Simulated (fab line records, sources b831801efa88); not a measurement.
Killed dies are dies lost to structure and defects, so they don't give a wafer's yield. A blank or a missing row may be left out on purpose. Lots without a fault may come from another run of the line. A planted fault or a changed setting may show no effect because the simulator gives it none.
A struck lot beside a sound one | flow sky130 | 24 steps out of a route of 708
Sound: wafers L358.2, L358.3, L358.4. Struck: wafers L350.2, L350.3, L350.4. The cause comes at the end.
At each step with rows: each side's tool, then ch and its chambers, then its first start. Under that, the readings that differ: sound wafers | struck wafers | difference of the means | sigmas: that difference in standard deviations of wafers without a fault.
alike: readings whose means differ by less than 2 such deviations, and words and numbers that are the same on both sides. not compared: withheld readings, readings that some wafer has no value for, bounds like >300 that may hide the same value, and numbers for which the record gives no deviation and whose values overlap.
The two part at a step that has a row with sigmas, a row that says differs or no value, or rows on one side only. Numbers that don't overlap but have no deviation are shown without sigmas and don't part them. A reading that every wafer of one side lacks parts them only if that side has two wafers or more.

SKY_VIA1_RS_MEAS_22: measures by four-point-probe.
  sound on film_metro-01, day 40 06:21; struck on film_metro-01, day 37 21:26
  alike: VIA1_W_RS
SKY_VIA1_THK_MEAS_23: measures by xrf.
  sound on film_metro-01, day 40 06:28; struck on film_metro-01, day 37 21:33
  alike: VIA1_W_THK
then, 1 step without rows for these wafers: SKY_VIA1_CMP_24 (polishes, stops on SiO2, t overpolish 15 s, target thk 0 nm).
SKY_METAL2_SPUTTER_00: material Ti, target thk 15 nm, time 10 s.
  sound on pvd_sputter-02, day 40 06:49; struck on pvd_sputter-02, day 37 21:54
  alike: throttle_valve_pct
SKY_METAL2_SPUTTER_01: material TiN, target thk 20 nm, time 16.7 s.
  sound on pvd_sputter-02, day 40 06:50; struck on pvd_sputter-02, day 37 21:55
  alike: throttle_valve_pct
then, 1 step without rows for these wafers: SKY_METAL2_SPUTTER_02 (material AlCu, target thk 250 nm, time 13.3 s).
SKY_METAL2_SPUTTER_03: material Ti, target thk 5 nm, time 3.3 s.
  sound on pvd_sputter-02, day 40 06:53; struck on pvd_sputter-02, day 37 21:58
  alike: throttle_valve_pct
SKY_METAL2_SPUTTER_04: material TiN, target thk 70 nm, time 58.3 s.
  sound on pvd_sputter-02, day 40 06:54; struck on pvd_sputter-02, day 37 21:59
  alike: throttle_valve_pct
SKY_METAL2_RS_MEAS_05: measures by four-point-probe.
  sound on film_metro-02, day 40 06:58; struck on film_metro-03, day 37 22:04
  alike: METAL2_ALCU_RS
SKY_METAL2_THK_MEAS_06: measures by xrf.
  sound on film_metro-02, day 40 07:05; struck on film_metro-03, day 37 22:10
  alike: METAL2_ALCU_THK
then, 2 steps without rows for these wafers: SKY_METAL2_DEHYDRATE_07 (time 60 s); SKY_METAL2_HMDS_08 (prime time 60 s).
SKY_METAL2_COAT_09: resist thk 60 nm.
  sound on litho_track-01 ch 0, day 40 19:06; struck on litho_track-01 ch 0, day 38 10:12
  reading              | sound                | struck               | difference | sigmas
  spin_speed_rpm (rpm) | 2999.3 2999.2 3001.3 | 2770.4 2769.3 2771.1 | -229.7     | -99 or more
then, 5 steps without rows for these wafers: SKY_METAL2_COAT_10 (resist thk 450 nm); SKY_METAL2_SOFTBAKE_11 (time 90 s); SKY_METAL2_EXPOSE_12 (exposes mask MM2, target cd 140 nm); SKY_METAL2_PEB_13; SKY_METAL2_DEVELOP_14 (develop time 60 s).
SKY_METAL2_CD_MEAS_15: target cd 140 nm.
  sound on cd_sem-01, day 41 06:47; struck on cd_sem-02, day 38 23:05
  alike: cd_nm
SKY_METAL2_OVL_MEAS_16:
  sound on overlay-01, day 41 06:54; struck on overlay-01, day 38 23:12
  alike: METAL2_OVL
then, 1 step without rows for these wafers: SKY_METAL2_DESCUM_17 (chemistry O2, time 8 s).
SKY_METAL2_ETCH_18: etches BARC in N2/H2, stops on SiO2, time 45.9 s, target depth 60 nm.
  sound on rie_metal-04 ch 0,1, day 41 06:58; struck on rie_metal-03 ch 0,1, day 38 23:16
  reading                  | sound             | struck            | difference | sigmas
  oes_product_au (a.u.)    | 0.854 0.853 0.850 | 0.870 0.876 0.867 | +0.019     | +4
  model.etch.depth_nm (nm) | 60.21 60.1 60.27  | 62.62 62.42 62.59 | +2.35      |
  alike: bias_w, drypump_motor_current_A, throttle_valve_pct
  not compared: rf_hours_counter_h
SKY_METAL2_METAL_ETCH_19: etches the open film in Cl2/BCl3, stops on SiO2, target depth 360 nm, time 78 s.
  sound on rie_metal-04 ch 0,1, day 41 07:01; struck on rie_metal-03 ch 0,1, day 38 23:19
  alike: bias_w, drypump_motor_current_A, oes_product_au, throttle_valve_pct
  not compared: rf_hours_counter_h
-- the record jumps here: 10 days lie between the struck wafers' starts before and after (it left off in module METAL2 and takes up again in module PAD_OPEN, whose first step shown is number 708 of the route) --
SKY_PAD_OPEN_PROBE_99:
  sound on prober-02, day 50 09:32; struck on prober-01, day 48 17:02
  alike: defect_limited_yield, killed_at_M0_to_M3, killed_at_M4_up, killed_at_contacts, killed_at_front_end, killed_at_other, killed_dies, killed_on_rim, killed_open, killed_short, sort_bin_3_pad_short, sort_bin_5_function, sort_bin_6_memory, sort_n_pass, sort_yield_pct

WHERE THEY PART
First at SKY_METAL2_COAT_09; last, within this record, at SKY_METAL2_ETCH_18. Later steps at which nothing parts them and some readings are alike: SKY_METAL2_METAL_ETCH_19, SKY_PAD_OPEN_PROBE_99.

WHY: what the simulator had put in
Process parameter drift: litho_track-01, from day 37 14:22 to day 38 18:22, at SKY_METAL2_COAT_09. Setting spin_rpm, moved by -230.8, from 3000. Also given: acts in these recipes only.
